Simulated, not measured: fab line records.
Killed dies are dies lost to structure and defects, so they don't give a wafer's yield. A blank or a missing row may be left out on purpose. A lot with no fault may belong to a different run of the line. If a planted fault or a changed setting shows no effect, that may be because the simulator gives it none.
fab line records :: flow gf180mcu :: part 2 of 2: steps 24 to 34 of 34
record
  lots=5
  wafers=15
  last_day=33
route steps=602 shown V4@488 MIM@503
lots with no fault: from the same line, run without faults
start_h: the number of hours between the record's first day and the start of the first shown wafer of the lot :: wait_h: how many hours have passed since the lot's step before this one :: " repeats the value in the row above :: L1.1+2: a single row standing in for several wafers :: - no value present, or no start provided :: * or withheld: withheld :: < > ~ a bound
route shown NAME@n: names a module that has steps shown in the file, with the first one's number in the route :: usual: average and standard deviation across the fault-free wafers :: same: alike in all rows :: chamber/n: place in a boat :: sites: readings site by site :: _std_site: how widely they spread, as a standard deviation :: _edge_site: outer sites' mean less inner sites' :: radius_mm: how far each site lies from the wafer's centre :: mask NAME#n: copy n :: behind: the tool/chamber that last shaped the wafer :: hold: what put the lot on hold/how long, in hours/how the hold closed :: device: the n, p or np transistor that did not switch :: end of line: the route-end tests of the same wafers :: a step without rows: its recipe alone :: killed: dies lost to structure and defects at the first sort, not the wafer's yield :: map: a wafer's dies, marking killed ones x, the rest . and places with no die _
set.NAME: setting as actually run; set.NAME@STEP: the setting as run at that earlier step :: model.NAME: the simulator's own value behind a step, which no gauge read
certain route steps with their lots: each step a table, each wafer a row
services: a tool's chamber out of use, with start hour (start_h, from the record's first day; less than 0 if before it), hours out, and reason
## steps
# step GF_MIM_SPUTTER_08
# recipe
  material=AlCu
  target_thk_nm=200
  power_w=10600
  time_s=10.6
  chamber_pressure_pa=0.4
# usual
  cathode_dc_power_W=10600/2.1
  throttle_valve_pct=29.8/0.96
lot.wafer: L076.2
tool: pvd_sputter-02
chamber: -
start_h: 576.69
wait_h: 0.0
cathode_dc_power_W: 10598
throttle_valve_pct: 29.7

lot.wafer: L076.4
tool: pvd_sputter-02
chamber: -
start_h: 576.69
wait_h: 0.0
cathode_dc_power_W: 10600
throttle_valve_pct: 30.9

lot.wafer: L076.5
tool: pvd_sputter-02
chamber: -
start_h: 576.69
wait_h: 0.0
cathode_dc_power_W: 10601
throttle_valve_pct: 29.7

lot.wafer: L078.2
tool: pvd_sputter-04
chamber: -
start_h: 597.70
wait_h: 0.0
cathode_dc_power_W: 10594
throttle_valve_pct: 30.2

lot.wafer: L078.3
tool: pvd_sputter-04
chamber: -
start_h: 597.70
wait_h: 0.0
cathode_dc_power_W: 10600
throttle_valve_pct: 28.6

lot.wafer: L078.4
tool: pvd_sputter-04
chamber: -
start_h: 597.70
wait_h: 0.0
cathode_dc_power_W: 10599
throttle_valve_pct: 29.0

lot.wafer: L079.1
tool: pvd_sputter-03
chamber: -
start_h: 606.85
wait_h: 0.0
cathode_dc_power_W: 10600
throttle_valve_pct: 29.7

lot.wafer: L079.2
tool: pvd_sputter-03
chamber: -
start_h: 606.85
wait_h: 0.0
cathode_dc_power_W: 10599
throttle_valve_pct: 30.4

lot.wafer: L079.3
tool: pvd_sputter-03
chamber: -
start_h: 606.85
wait_h: 0.0
cathode_dc_power_W: 10599
throttle_valve_pct: 31.3

lot.wafer: L089.4
tool: pvd_sputter-03
chamber: -
start_h: 680.12
wait_h: 0.0
cathode_dc_power_W: 10597
throttle_valve_pct: 31.5

lot.wafer: L089.5
tool: pvd_sputter-03
chamber: -
start_h: 680.12
wait_h: 0.0
cathode_dc_power_W: 10598
throttle_valve_pct: 28.2

lot.wafer: L089.6
tool: pvd_sputter-03
chamber: -
start_h: 680.12
wait_h: 0.0
cathode_dc_power_W: 10604
throttle_valve_pct: 29.7

lot.wafer: L091.1
tool: pvd_sputter-04
chamber: -
start_h: 696.70
wait_h: 0.0
cathode_dc_power_W: 10598
throttle_valve_pct: 29.0

lot.wafer: L091.2
tool: pvd_sputter-04
chamber: -
start_h: 696.70
wait_h: 0.0
cathode_dc_power_W: 10597
throttle_valve_pct: 30.4

lot.wafer: L091.6
tool: pvd_sputter-04
chamber: -
start_h: 696.70
wait_h: 0.0
cathode_dc_power_W: 10604
throttle_valve_pct: 28.7
# step GF_MIM_SPUTTER_09
# recipe
  material=TiN
  target_thk_nm=35
  power_w=6500
  time_s=29.2
  chamber_pressure_pa=0.4
# usual
  cathode_dc_power_W=6500.0/1.2
  throttle_valve_pct=29.8/0.97
lot.wafer: L076.2
tool: pvd_sputter-02
chamber: -
start_h: 576.72
wait_h: 0.0
cathode_dc_power_W: 6499.8
throttle_valve_pct: 29.7

lot.wafer: L076.4
tool: pvd_sputter-02
chamber: -
start_h: 576.72
wait_h: 0.0
cathode_dc_power_W: 6500.1
throttle_valve_pct: 30.6

lot.wafer: L076.5
tool: pvd_sputter-02
chamber: -
start_h: 576.72
wait_h: 0.0
cathode_dc_power_W: 6500.5
throttle_valve_pct: 29.7

lot.wafer: L078.2
tool: pvd_sputter-04
chamber: -
start_h: 597.72
wait_h: 0.0
cathode_dc_power_W: 6497.8
throttle_valve_pct: 30.5

lot.wafer: L078.3
tool: pvd_sputter-04
chamber: -
start_h: 597.72
wait_h: 0.0
cathode_dc_power_W: 6496.9
throttle_valve_pct: 28.8

lot.wafer: L078.4
tool: pvd_sputter-04
chamber: -
start_h: 597.72
wait_h: 0.0
cathode_dc_power_W: 6503.3
throttle_valve_pct: 28.9

lot.wafer: L079.1
tool: pvd_sputter-03
chamber: -
start_h: 606.87
wait_h: 0.0
cathode_dc_power_W: 6499.0
throttle_valve_pct: 29.8

lot.wafer: L079.2
tool: pvd_sputter-03
chamber: -
start_h: 606.87
wait_h: 0.0
cathode_dc_power_W: 6499.6
throttle_valve_pct: 30.0

lot.wafer: L079.3
tool: pvd_sputter-03
chamber: -
start_h: 606.87
wait_h: 0.0
cathode_dc_power_W: 6498.3
throttle_valve_pct: 31.2

lot.wafer: L089.4
tool: pvd_sputter-03
chamber: -
start_h: 680.14
wait_h: 0.0
cathode_dc_power_W: 6500.8
throttle_valve_pct: 31.2

lot.wafer: L089.5
tool: pvd_sputter-03
chamber: -
start_h: 680.14
wait_h: 0.0
cathode_dc_power_W: 6501.4
throttle_valve_pct: 28.0

lot.wafer: L089.6
tool: pvd_sputter-03
chamber: -
start_h: 680.14
wait_h: 0.0
cathode_dc_power_W: 6500.8
throttle_valve_pct: 29.7

lot.wafer: L091.1
tool: pvd_sputter-04
chamber: -
start_h: 696.73
wait_h: 0.0
cathode_dc_power_W: 6500.1
throttle_valve_pct: 28.6

lot.wafer: L091.2
tool: pvd_sputter-04
chamber: -
start_h: 696.73
wait_h: 0.0
cathode_dc_power_W: 6498.5
throttle_valve_pct: 30.3

lot.wafer: L091.6
tool: pvd_sputter-04
chamber: -
start_h: 696.73
wait_h: 0.0
cathode_dc_power_W: 6500.8
throttle_valve_pct: 28.9
# step GF_MIM_RS_MEAS_10
# recipe
  thk_meas_gauge=four-point-probe
  reads=TiN_of_MIM_SPUTTER_09+AlCu_of_MIM_SPUTTER_08+TiN_of_MIM_SPUTTER_07
# usual
  MIM_ALCU_RS=0.1596/0.0019
lot.wafer: L076.2
tool: film_metro-04
chamber: -
start_h: 576.77
wait_h: 0.0
MIM_ALCU_RS[ohm/sq]: 0.1584

lot.wafer: L076.4
tool: film_metro-04
chamber: -
start_h: 576.77
wait_h: 0.0
MIM_ALCU_RS[ohm/sq]: 0.1529

lot.wafer: L076.5
tool: film_metro-04
chamber: -
start_h: 576.77
wait_h: 0.0
MIM_ALCU_RS[ohm/sq]: 0.1571

lot.wafer: L078.2
tool: film_metro-03
chamber: -
start_h: 597.77
wait_h: 0.0
MIM_ALCU_RS[ohm/sq]: 0.1611

lot.wafer: L078.3
tool: film_metro-03
chamber: -
start_h: 597.77
wait_h: 0.0
MIM_ALCU_RS[ohm/sq]: 0.1578

lot.wafer: L078.4
tool: film_metro-03
chamber: -
start_h: 597.77
wait_h: 0.0
MIM_ALCU_RS[ohm/sq]: 0.1610

lot.wafer: L079.1
tool: film_metro-04
chamber: -
start_h: 606.90
wait_h: 0.0
MIM_ALCU_RS[ohm/sq]: 0.1591

lot.wafer: L079.2
tool: film_metro-04
chamber: -
start_h: 606.90
wait_h: 0.0
MIM_ALCU_RS[ohm/sq]: 0.1623

lot.wafer: L079.3
tool: film_metro-04
chamber: -
start_h: 606.90
wait_h: 0.0
MIM_ALCU_RS[ohm/sq]: 0.1621

lot.wafer: L089.4
tool: film_metro-04
chamber: -
start_h: 680.24
wait_h: 0.1
MIM_ALCU_RS[ohm/sq]: 0.1598

lot.wafer: L089.5
tool: film_metro-04
chamber: -
start_h: 680.24
wait_h: 0.1
MIM_ALCU_RS[ohm/sq]: 0.1585

lot.wafer: L089.6
tool: film_metro-04
chamber: -
start_h: 680.24
wait_h: 0.1
MIM_ALCU_RS[ohm/sq]: 0.1585

lot.wafer: L091.1
tool: film_metro-03
chamber: -
start_h: 696.76
wait_h: 0.0
MIM_ALCU_RS[ohm/sq]: 0.1610

lot.wafer: L091.2
tool: film_metro-03
chamber: -
start_h: 696.76
wait_h: 0.0
MIM_ALCU_RS[ohm/sq]: 0.1619

lot.wafer: L091.6
tool: film_metro-03
chamber: -
start_h: 696.76
wait_h: 0.0
MIM_ALCU_RS[ohm/sq]: 0.1601
# step GF_MIM_THK_MEAS_11
# recipe
  thk_meas_gauge=xrf
  reads=AlCu_of_MIM_SPUTTER_08
# usual
  MIM_ALCU_THK=198.6/2.4
lot.wafer: L076.2
tool: film_metro-04
chamber: -
start_h: 576.88
wait_h: 0.1
MIM_ALCU_THK[nm]: 200.8

lot.wafer: L076.4
tool: film_metro-04
chamber: -
start_h: 576.88
wait_h: 0.1
MIM_ALCU_THK[nm]: 207.3

lot.wafer: L076.5
tool: film_metro-04
chamber: -
start_h: 576.88
wait_h: 0.1
MIM_ALCU_THK[nm]: 203.5

lot.wafer: L078.2
tool: film_metro-03
chamber: -
start_h: 597.88
wait_h: 0.1
MIM_ALCU_THK[nm]: 196.9

lot.wafer: L078.3
tool: film_metro-03
chamber: -
start_h: 597.88
wait_h: 0.1
MIM_ALCU_THK[nm]: 201.5

lot.wafer: L078.4
tool: film_metro-03
chamber: -
start_h: 597.88
wait_h: 0.1
MIM_ALCU_THK[nm]: 198.1

lot.wafer: L079.1
tool: film_metro-04
chamber: -
start_h: 607.02
wait_h: 0.1
MIM_ALCU_THK[nm]: 198.0

lot.wafer: L079.2
tool: film_metro-04
chamber: -
start_h: 607.02
wait_h: 0.1
MIM_ALCU_THK[nm]: 195.9

lot.wafer: L079.3
tool: film_metro-04
chamber: -
start_h: 607.02
wait_h: 0.1
MIM_ALCU_THK[nm]: 195.5

lot.wafer: L089.4
tool: film_metro-04
chamber: -
start_h: 680.33
wait_h: 0.1
MIM_ALCU_THK[nm]: 198.1

lot.wafer: L089.5
tool: film_metro-04
chamber: -
start_h: 680.33
wait_h: 0.1
MIM_ALCU_THK[nm]: 200.6

lot.wafer: L089.6
tool: film_metro-04
chamber: -
start_h: 680.33
wait_h: 0.1
MIM_ALCU_THK[nm]: 199.0

lot.wafer: L091.1
tool: film_metro-03
chamber: -
start_h: 696.88
wait_h: 0.1
MIM_ALCU_THK[nm]: 197.3

lot.wafer: L091.2
tool: film_metro-03
chamber: -
start_h: 696.88
wait_h: 0.1
MIM_ALCU_THK[nm]: 197.9

lot.wafer: L091.6
tool: film_metro-03
chamber: -
start_h: 696.88
wait_h: 0.1
MIM_ALCU_THK[nm]: 199.5
# step GF_MIM_DEHYDRATE_12
# recipe
  temp_c=200
  time_s=60
# usual
  plate_temp_C=200.01/0.17
lot.wafer: L076.2
tool: litho_track-01
chamber: 0
start_h: 586.61
wait_h: 9.7
plate_temp_C: 200.04

lot.wafer: L076.4
tool: litho_track-01
chamber: 0
start_h: 586.61
wait_h: 9.7
plate_temp_C: 199.89

lot.wafer: L076.5
tool: litho_track-01
chamber: 0
start_h: 586.61
wait_h: 9.7
plate_temp_C: 199.99

lot.wafer: L078.2
tool: litho_track-01
chamber: 0
start_h: 607.41
wait_h: 9.5
plate_temp_C: 199.92

lot.wafer: L078.3
tool: litho_track-01
chamber: 0
start_h: 607.41
wait_h: 9.5
plate_temp_C: 200.13

lot.wafer: L078.4
tool: litho_track-01
chamber: 0
start_h: 607.41
wait_h: 9.5
plate_temp_C: 200.47

lot.wafer: L079.1
tool: litho_track-04
chamber: 0
start_h: 617.12
wait_h: 10.1
plate_temp_C: 200.37

lot.wafer: L079.2
tool: litho_track-04
chamber: 0
start_h: 617.12
wait_h: 10.1
plate_temp_C: 200.14

lot.wafer: L079.3
tool: litho_track-04
chamber: 0
start_h: 617.12
wait_h: 10.1
plate_temp_C: 199.98

lot.wafer: L089.4
tool: litho_track-04
chamber: 0
start_h: 688.60
wait_h: 8.3
plate_temp_C: 199.65

lot.wafer: L089.5
tool: litho_track-04
chamber: 0
start_h: 688.60
wait_h: 8.3
plate_temp_C: 199.76

lot.wafer: L089.6
tool: litho_track-04
chamber: 0
start_h: 688.60
wait_h: 8.3
plate_temp_C: 200.00

lot.wafer: L091.1
tool: litho_track-03
chamber: 0
start_h: 705.04
wait_h: 8.1
plate_temp_C: 200.01

lot.wafer: L091.2
tool: litho_track-03
chamber: 0
start_h: 705.04
wait_h: 8.1
plate_temp_C: 200.00

lot.wafer: L091.6
tool: litho_track-03
chamber: 0
start_h: 705.04
wait_h: 8.1
plate_temp_C: 199.89
# step GF_MIM_HMDS_13
# recipe
  prime_time_s=60
  prime_temp_c=120
lot.wafer: L076.2+4+5
tool: litho_track-01
chamber: 0
start_h: 586.76
wait_h: 0.1

lot.wafer: L078.2+3+4
tool: litho_track-01
chamber: 0
start_h: 607.56
wait_h: 0.1

lot.wafer: L079.1+2+3
tool: litho_track-04
chamber: 0
start_h: 617.27
wait_h: 0.1

lot.wafer: L089.4+5+6
tool: litho_track-04
chamber: 0
start_h: 688.75
wait_h: 0.1

lot.wafer: L091.1+2+6
tool: litho_track-03
chamber: 0
start_h: 705.19
wait_h: 0.1
# step GF_MIM_COAT_14
# recipe
  resist=NOVOLAK
  spin_rpm=3000
  resist_thk_nm=1000
lot.wafer: L076.2+4+5
tool: litho_track-01
chamber: 0
start_h: 586.91
wait_h: 0.1

lot.wafer: L078.2+3+4
tool: litho_track-01
chamber: 0
start_h: 607.71
wait_h: 0.1

lot.wafer: L079.1+2+3
tool: litho_track-04
chamber: 0
start_h: 617.42
wait_h: 0.1

lot.wafer: L089.4+5+6
tool: litho_track-04
chamber: 0
start_h: 688.90
wait_h: 0.1

lot.wafer: L091.1+2+6
tool: litho_track-03
chamber: 0
start_h: 705.34
wait_h: 0.1
# step GF_MIM_SOFTBAKE_15
# recipe
  temp_c=90
  time_s=60
  resist=NOVOLAK
# usual
  plate_temp_C=90.01/0.12
lot.wafer: L076.2
tool: litho_track-01
chamber: 0
start_h: 587.06
wait_h: 0.1
plate_temp_C: 89.84

lot.wafer: L076.4
tool: litho_track-01
chamber: 0
start_h: 587.06
wait_h: 0.1
plate_temp_C: 90.02

lot.wafer: L076.5
tool: litho_track-01
chamber: 0
start_h: 587.06
wait_h: 0.1
plate_temp_C: 89.90

lot.wafer: L078.2
tool: litho_track-01
chamber: 0
start_h: 607.86
wait_h: 0.1
plate_temp_C: 90.06

lot.wafer: L078.3
tool: litho_track-01
chamber: 0
start_h: 607.86
wait_h: 0.1
plate_temp_C: 89.82

lot.wafer: L078.4
tool: litho_track-01
chamber: 0
start_h: 607.86
wait_h: 0.1
plate_temp_C: 89.87

lot.wafer: L079.1
tool: litho_track-04
chamber: 0
start_h: 617.57
wait_h: 0.1
plate_temp_C: 90.13

lot.wafer: L079.2
tool: litho_track-04
chamber: 0
start_h: 617.57
wait_h: 0.1
plate_temp_C: 90.02

lot.wafer: L079.3
tool: litho_track-04
chamber: 0
start_h: 617.57
wait_h: 0.1
plate_temp_C: 90.18

lot.wafer: L089.4
tool: litho_track-04
chamber: 0
start_h: 689.05
wait_h: 0.1
plate_temp_C: 90.19

lot.wafer: L089.5
tool: litho_track-04
chamber: 0
start_h: 689.05
wait_h: 0.1
plate_temp_C: 89.81

lot.wafer: L089.6
tool: litho_track-04
chamber: 0
start_h: 689.05
wait_h: 0.1
plate_temp_C: 89.88

lot.wafer: L091.1
tool: litho_track-03
chamber: 0
start_h: 705.49
wait_h: 0.1
plate_temp_C: 90.02

lot.wafer: L091.2
tool: litho_track-03
chamber: 0
start_h: 705.49
wait_h: 0.1
plate_temp_C: 90.08

lot.wafer: L091.6
tool: litho_track-03
chamber: 0
start_h: 705.49
wait_h: 0.1
plate_temp_C: 89.96
# step GF_MIM_EXPOSE_16
# recipe
  mask_id=FuseTop
  target_cd_nm=2000
  na=0.6
  source_shape=conventional
  sigma_outer=0.6
  dose_mj=140
# usual
  stage_vel_mm_s=499.96/0.24
lot.wafer: L076.2
tool: iline_stepper-02
chamber: 0
start_h: -
wait_h: -
mask: FuseTop#0
stage_vel_mm_s: 500.41

lot.wafer: L076.4
tool: iline_stepper-02
chamber: 0
start_h: -
wait_h: -
mask: FuseTop#0
stage_vel_mm_s: 500.03

lot.wafer: L076.5
tool: iline_stepper-02
chamber: 0
start_h: -
wait_h: -
mask: FuseTop#0
stage_vel_mm_s: 500.05

lot.wafer: L078.2
tool: iline_stepper-01
chamber: 0
start_h: -
wait_h: -
mask: FuseTop#0
stage_vel_mm_s: 499.86

lot.wafer: L078.3
tool: iline_stepper-01
chamber: 0
start_h: -
wait_h: -
mask: FuseTop#0
stage_vel_mm_s: 500.18

lot.wafer: L078.4
tool: iline_stepper-01
chamber: 0
start_h: -
wait_h: -
mask: FuseTop#0
stage_vel_mm_s: 500.00

lot.wafer: L079.1
tool: iline_stepper-02
chamber: 0
start_h: -
wait_h: -
mask: FuseTop#0
stage_vel_mm_s: 499.83

lot.wafer: L079.2
tool: iline_stepper-02
chamber: 0
start_h: -
wait_h: -
mask: FuseTop#0
stage_vel_mm_s: 499.48

lot.wafer: L079.3
tool: iline_stepper-02
chamber: 0
start_h: -
wait_h: -
mask: FuseTop#0
stage_vel_mm_s: 500.52

lot.wafer: L089.4
tool: iline_stepper-01
chamber: 0
start_h: -
wait_h: -
mask: FuseTop#0
stage_vel_mm_s: 500.08

lot.wafer: L089.5
tool: iline_stepper-01
chamber: 0
start_h: -
wait_h: -
mask: FuseTop#0
stage_vel_mm_s: 500.06

lot.wafer: L089.6
tool: iline_stepper-01
chamber: 0
start_h: -
wait_h: -
mask: FuseTop#0
stage_vel_mm_s: 499.85

lot.wafer: L091.1
tool: iline_stepper-01
chamber: 0
start_h: -
wait_h: -
mask: FuseTop#0
stage_vel_mm_s: 499.98

lot.wafer: L091.2
tool: iline_stepper-01
chamber: 0
start_h: -
wait_h: -
mask: FuseTop#0
stage_vel_mm_s: 500.15

lot.wafer: L091.6
tool: iline_stepper-01
chamber: 0
start_h: -
wait_h: -
mask: FuseTop#0
stage_vel_mm_s: 500.04
# step GF_MIM_PEB_17
# recipe
  temp_c=withheld
  time_s=*
  resist=NOVOLAK
lot.wafer: L076.2+4+5
tool: litho_track-01
chamber: 0
start_h: -
wait_h: -

lot.wafer: L078.2+3+4
tool: litho_track-01
chamber: 0
start_h: -
wait_h: -

lot.wafer: L079.1+2+3
tool: litho_track-04
chamber: 0
start_h: -
wait_h: -

lot.wafer: L089.4+5+6
tool: litho_track-01
chamber: 0
start_h: -
wait_h: -

lot.wafer: L091.1+2+6
tool: litho_track-04
chamber: 0
start_h: -
wait_h: -
# step GF_MIM_DEVELOP_18
# recipe
  develop_time_s=60
  dev_temp_c=23
# usual
  developer_temp_C=23.00/0.1
lot.wafer: L076.2
tool: litho_track-01
chamber: 0
start_h: 597.76
wait_h: 0.1
developer_temp_C: 23.03

lot.wafer: L076.4
tool: litho_track-01
chamber: 0
start_h: 597.76
wait_h: 0.1
developer_temp_C: 22.98

lot.wafer: L076.5
tool: litho_track-01
chamber: 0
start_h: 597.76
wait_h: 0.1
developer_temp_C: 22.98

lot.wafer: L078.2
tool: litho_track-01
chamber: 0
start_h: 618.31
wait_h: 0.1
developer_temp_C: 22.98

lot.wafer: L078.3
tool: litho_track-01
chamber: 0
start_h: 618.31
wait_h: 0.1
developer_temp_C: 23.13

lot.wafer: L078.4
tool: litho_track-01
chamber: 0
start_h: 618.31
wait_h: 0.1
developer_temp_C: 23.05

lot.wafer: L079.1
tool: litho_track-04
chamber: 0
start_h: 627.42
wait_h: 0.1
developer_temp_C: 22.89

lot.wafer: L079.2
tool: litho_track-04
chamber: 0
start_h: 627.42
wait_h: 0.1
developer_temp_C: 23.12

lot.wafer: L079.3
tool: litho_track-04
chamber: 0
start_h: 627.42
wait_h: 0.1
developer_temp_C: 22.97

lot.wafer: L089.4
tool: litho_track-01
chamber: 0
start_h: 697.96
wait_h: 0.1
developer_temp_C: 23.06

lot.wafer: L089.5
tool: litho_track-01
chamber: 0
start_h: 697.96
wait_h: 0.1
developer_temp_C: 23.04

lot.wafer: L089.6
tool: litho_track-01
chamber: 0
start_h: 697.96
wait_h: 0.1
developer_temp_C: 23.03

lot.wafer: L091.1
tool: litho_track-04
chamber: 0
start_h: 713.72
wait_h: 0.1
developer_temp_C: 23.03

lot.wafer: L091.2
tool: litho_track-04
chamber: 0
start_h: 713.72
wait_h: 0.1
developer_temp_C: 23.08

lot.wafer: L091.6
tool: litho_track-04
chamber: 0
start_h: 713.72
wait_h: 0.1
developer_temp_C: 23.03
## services
tool: plasma_asher-03
chamber: -
start_h: 555.48
hours: 2.8
kind: pm

tool: cvd_w-01
chamber: 0
start_h: 560.66
hours: 4.7
kind: repair

tool: plasma_asher-03
chamber: -
start_h: 563.74
hours: 5.1
kind: repair

tool: cmp-01
chamber: -
start_h: 572.03
hours: 4.0
kind: pm

tool: pvd_sputter-04
chamber: -
start_h: 576.79
hours: 2.1
kind: repair

tool: pvd_sputter-03
chamber: -
start_h: 580.09
hours: 2.6
kind: repair

tool: pecvd-04
chamber: -
start_h: 589.67
hours: 0.5
kind: repair

tool: pecvd-01
chamber: -
start_h: 591.12
hours: 14.0
kind: pm

tool: plasma_asher-02
chamber: -
start_h: 604.94
hours: 7.1
kind: repair

tool: cvd_w-01
chamber: -
start_h: 607.18
hours: 6.9
kind: pm

tool: cvd_w-02
chamber: 1
start_h: 607.28
hours: 6.9
kind: repair

tool: cmp-01
chamber: -
start_h: 607.60
hours: 0.7
kind: repair

tool: pvd_sputter-04
chamber: -
start_h: 620.05
hours: 12.9
kind: repair

tool: cvd_w-01
chamber: -
start_h: 640.61
hours: 0.3
kind: repair

tool: cmp-01
chamber: -
start_h: 656.28
hours: 4.9
kind: pm

tool: rie_diel-03
chamber: 0
start_h: 657.77
hours: 4.8
kind: repair

tool: pvd_sputter-02
chamber: -
start_h: 658.98
hours: 0.5
kind: repair

tool: cvd_w-01
chamber: 0
start_h: 663.44
hours: 9.8
kind: repair

tool: cmp-01
chamber: -
start_h: 666.06
hours: 0.6
kind: repair

tool: cmp-01
chamber: -
start_h: 668.23
hours: 1.3
kind: repair

tool: iline_stepper-01
chamber: -
start_h: 672.31
hours: 1.7
kind: pm

tool: cmp-01
chamber: -
start_h: 675.33
hours: 1.3
kind: repair

tool: cmp-01
chamber: -
start_h: 684.73
hours: 0.2
kind: repair

tool: rie_diel-03
chamber: -
start_h: 712.38
hours: 0.2
kind: repair
